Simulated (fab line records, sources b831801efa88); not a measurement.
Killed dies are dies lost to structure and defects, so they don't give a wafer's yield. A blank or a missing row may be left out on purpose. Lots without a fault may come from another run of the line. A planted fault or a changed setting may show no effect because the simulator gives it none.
A struck lot beside a sound one | flow sfq_line | 42 steps out of a route of 325
Sound: wafers L144.1, L144.2, L144.4. Struck: wafers L146.4, L146.6. (L146.3 of the same lot was not struck and is left out.) The cause comes at the end.
At each step with rows: each side's tool, then ch and its chambers, then its first start. Under that, the readings that differ: sound wafers | struck wafers | difference of the means | sigmas: that difference in standard deviations of wafers without a fault.
alike: readings whose means differ by less than 2 such deviations, and words and numbers that are the same on both sides. not compared: withheld readings, readings that some wafer has no value for, bounds like >300 that may hide the same value, and numbers for which the record gives no deviation and whose values overlap.
The two part at a step that has a row with sigmas, a row that says differs or no value, or rows on one side only. Numbers that don't overlap but have no deviation are shown without sigmas and don't part them. A reading that every wafer of one side lacks parts them only if that side has two wafers or more.

SFQ_TRILAYER_R5_DEP_SPUTTER_133: material MoNx, target thk 40 nm, time 66.7 s.
  sound on pvd_sputter-05, day 70 17:35; struck on pvd_sputter-05, day 70 21:47
  alike: throttle_valve_pct
then, 1 step without rows for these wafers: SFQ_TRILAYER_R5_DEP_SPUTTER_134 (material Ti, target thk 5 nm, time 5 s).
SFQ_R5_RS_MEAS_933: measures by four-point-probe.
  sound on film_metro-02, day 70 17:40; struck on film_metro-01, day 70 21:53
  alike: R5_MONX_RS
SFQ_R5_THK_MEAS_934: measures by xrf.
  sound on film_metro-02, day 70 17:47; struck on film_metro-01, day 70 21:59
  alike: R5_MONX_THK
then, 6 steps without rows for these wafers: SFQ_TRILAYER_R5_LITHO_COAT_141 (resist thk 62 nm); SFQ_TRILAYER_R5_LITHO_COAT_136 (resist thk 600 nm); SFQ_TRILAYER_R5_LITHO_SOFTBAKE_140; SFQ_TRILAYER_R5_LITHO_EXPOSE_137 (exposes mask R5, target cd 500 nm); SFQ_TRILAYER_R5_LITHO_PEB_139 (peb time 60 s); SFQ_TRILAYER_R5_LITHO_DEVELOP_138 (time 60 s).
-- the record jumps here: 4 days lie between the struck wafers' starts before and after --
SFQ_R5_OVL_MEAS_935:
  sound on overlay-01, day 74 21:45; struck on overlay-01, day 75 01:22
  alike: R5_OVL
then, 1 step without rows for these wafers: SFQ_TRILAYER_R5_BARC_OPEN_METAL_ETCH_177 (etches BARC in O2, target depth 125 nm, time 41.7 s).
SFQ_TRILAYER_R5_ETCH_METAL_ETCH_139: etches the open film in Cl2, stops on SiO2, target depth 60 nm, time 40 s.
  sound on rie_metal-03 ch 0,1, day 74 21:50; struck on rie_metal-01 ch 1, day 75 01:28
  reading                                             | sound             | struck      | difference | sigmas
  oes_product_au (a.u.)                               | 0.993 0.989 0.999 | 0.844 0.840 | -0.152     | -26
  model.R5.feature_depth_nm (nm)                      | 59.52 60 60       | 44.73 44.56 | -15.20     |
  model.etch.depth_nm (nm)                            | 59.52 60 60       | 44.73 44.56 | -15.20     |
  model.KrF_of_TRILAYER_R5_LITHO_COAT_136.thk_nm (nm) | 499.7 499.1 499.7 | 505.1 505.4 | +5.8       |
  alike: drypump_motor_current_A, he_backside_leak_sccm
  not compared: rf_hours_counter_h
then, 9 steps without rows for these wafers: SFQ_TRILAYER_R5_STRIP_STRIP_140 (strips in O2); SFQ_TRILAYER_R5_STRIP_SOLV_CLEAN_141 (cleans in NMP, time 600 s); SFQ_TRILAYER_A5C_DEP_PECVD_142 (deposits SiO2 from SiH4/N2O, time 15.556 s, target thk 70 nm); SFQ_TRILAYER_I5_LITHO_COAT_149 (resist thk 62 nm); SFQ_TRILAYER_I5_LITHO_COAT_144 (resist thk 650 nm); SFQ_TRILAYER_I5_LITHO_SOFTBAKE_148; SFQ_TRILAYER_I5_LITHO_EXPOSE_145 (exposes mask I5, target cd 700 nm); SFQ_TRILAYER_I5_LITHO_PEB_147 (peb time 60 s); SFQ_TRILAYER_I5_LITHO_DEVELOP_146 (time 60 s).
SFQ_I5_OVL_MEAS_936:
  sound on overlay-02, day 75 02:19; struck on overlay-02, day 75 07:08
  alike: I5_OVL
then, 1 step without rows for these wafers: SFQ_TRILAYER_I5_BARC_OPEN_VIA_ETCH_200 (etches BARC in O2, target depth 125 nm, time 41.7 s).
SFQ_TRILAYER_I5_ETCH_VIA_ETCH_147: etches the open film in CHF3, stops on Nb, target depth 360 nm.
  sound on rie_diel-02 ch 1,2,3, day 75 02:24; struck on rie_diel-02 ch 0,3, day 75 07:12
  alike: drypump_motor_current_A, oes_product_au
SFQ_TRILAYER_I5_STRIP_STRIP_148: strips in O2.
  sound on rie_metal-04 ch 0,1, day 75 02:33; struck on rie_metal-04 ch 0,1, day 75 07:33
  alike: drypump_motor_current_A, he_backside_leak_sccm, oes_product_au
  not compared: rf_hours_counter_h
then, 7 steps without rows for these wafers: SFQ_TRILAYER_I5_STRIP_SOLV_CLEAN_149 (cleans in NMP, time 600 s); SFQ_TRILAYER_C5_LITHO_COAT_156 (resist thk 62 nm); SFQ_TRILAYER_C5_LITHO_COAT_151 (resist thk 650 nm); SFQ_TRILAYER_C5_LITHO_SOFTBAKE_155; SFQ_TRILAYER_C5_LITHO_EXPOSE_152 (exposes mask C5, target cd 500 nm); SFQ_TRILAYER_C5_LITHO_PEB_154 (peb time 60 s); SFQ_TRILAYER_C5_LITHO_DEVELOP_153 (time 60 s).
SFQ_C5_OVL_MEAS_937:
  sound on overlay-02, day 75 08:19; struck on overlay-02, day 75 13:08
  alike: C5_OVL
SFQ_TRILAYER_C5_BARC_OPEN_VIA_ETCH_210: etches BARC in O2, target depth 125 nm, time 41.7 s.
  sound on rie_diel-01 ch 0,1,3, day 75 08:22; struck on rie_diel-04 ch 0,1, day 75 13:11
  reading                | sound  | struck | difference                    | sigmas
  rf_hours_counter_h (h) | 1 18 2 | - -    | no value on the struck wafers |
  alike: drypump_motor_current_A, oes_product_au
SFQ_TRILAYER_C5_ETCH_VIA_ETCH_154: etches SiO2 in CHF3, stops on Nb, target depth 84 nm.
  sound on rie_diel-01 ch 0,1,3, day 75 08:24; struck on rie_diel-04 ch 0,1, day 75 13:14
  reading               | sound             | struck      | difference | sigmas
  oes_product_au (a.u.) | 0.880 0.878 0.896 | 0.906 0.898 | +0.017     | +2
  alike: drypump_motor_current_A
then, 4 steps without rows for these wafers: SFQ_TRILAYER_C5_STRIP_STRIP_155 (strips in O2); SFQ_TRILAYER_C5_STRIP_SOLV_CLEAN_156 (cleans in NMP, time 600 s); SFQ_TRILAYER_M6_DEP_PRE_CLEAN_158 (time 22.5 s); SFQ_TRILAYER_M6_DEP_SPUTTER_157 (material Nb, target thk 200 nm, time 133.3 s).
SFQ_M6_RS_MEAS_938: measures by four-point-probe.
  sound on film_metro-04, day 75 09:20; struck on film_metro-03, day 75 14:13
  alike: M6_NB_RS
-- the record jumps here: 10 days lie between the struck wafers' starts before and after (it left off in module M6 and takes up again in module M8, whose first step shown is number 325 of the route) --
SFQ_M8_BOW_MEAS_951:
  sound on film_metro-03, day 85 01:24; struck on film_metro-03, day 85 07:26
  reading                       | sound    | struck | difference | sigmas
  model.etest.r5.comb_log10_ohm | 12 12 12 | 0 0    | -12        |
  alike: M8_BOW

WHERE THEY PART
First at SFQ_TRILAYER_R5_ETCH_METAL_ETCH_139; last, within this record, at SFQ_TRILAYER_C5_ETCH_VIA_ETCH_154. Later steps at which nothing parts them and some readings are alike: SFQ_M6_RS_MEAS_938, SFQ_M8_BOW_MEAS_951.

WHY: what the simulator had put in
Process parameter drift: rie_metal-01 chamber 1, from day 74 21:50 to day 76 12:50, at SFQ_TRILAYER_R5_ETCH_METAL_ETCH_139. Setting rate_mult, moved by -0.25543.
